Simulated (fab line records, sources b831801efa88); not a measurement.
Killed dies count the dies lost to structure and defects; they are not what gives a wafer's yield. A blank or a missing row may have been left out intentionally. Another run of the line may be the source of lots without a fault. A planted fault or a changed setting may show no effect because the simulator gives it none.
Chamber matching | flow sky130 | SKY_VIA2_ETCH_14 on rieDiel-01 has 4 sister chambers
The step etches BARC in N2/H2, stops on SiO2, time 45.9 s, target depth 60 nm. 4 wafers are shown with their chamber, then 11 later ones without.

WAFERS WITH THEIR CHAMBER
wafer  | chamber | drypumpMotorCurrentA (A)
L086.2 | 0       | 6.2
L086.6 | 3       | 6.0
L089.6 | 2       | 6.4
L095.1 | 1       | 5.2

WAFERS MISSING THEIR CHAMBER
wafer  | drypumpMotorCurrentA (A)
L095.2 | 6.5
L095.3 | 6.0
L095.4 | 6.4
L095.5 | 5.9
L095.6 | 5.2
L096.1 | 5.2
L096.2 | 6.5
L096.3 | 6.0
L096.4 | 6.5
L096.5 | 6.0
L096.6 | 5.2

WHICH CHAMBER EACH ONE RAN IN
wafer  | from the rows above | in truth
L095.2 | 2                   | 2
L095.3 | 3                   | 3
L095.4 | 2                   | 2
L095.5 | 3                   | 3
L095.6 | 1                   | 1
L096.1 | 1                   | 1
L096.2 | 2                   | 2
L096.3 | 3                   | 3
L096.4 | 2                   | 2
L096.5 | 3                   | 3
L096.6 | 1                   | 1
Placed correctly: 11 of 11. Can't be placed from these rows: 0. 0 placed wrongly.
How it was worked out, from the rows above alone: a wafer's distance from a chamber is the root of the sum, over the readings, of the square of ((its reading less the chamber's mean) divided by the reading's scatter). If the next closest chamber is less than 2 further off than the closest, the wafer can't be placed; otherwise it belongs to the closest. The mean given for a chamber averages the wafers shown for that chamber. The scatter: root of mean squared gap, hidden wafer to nearest shown wafer, with one shown wafer a chamber.
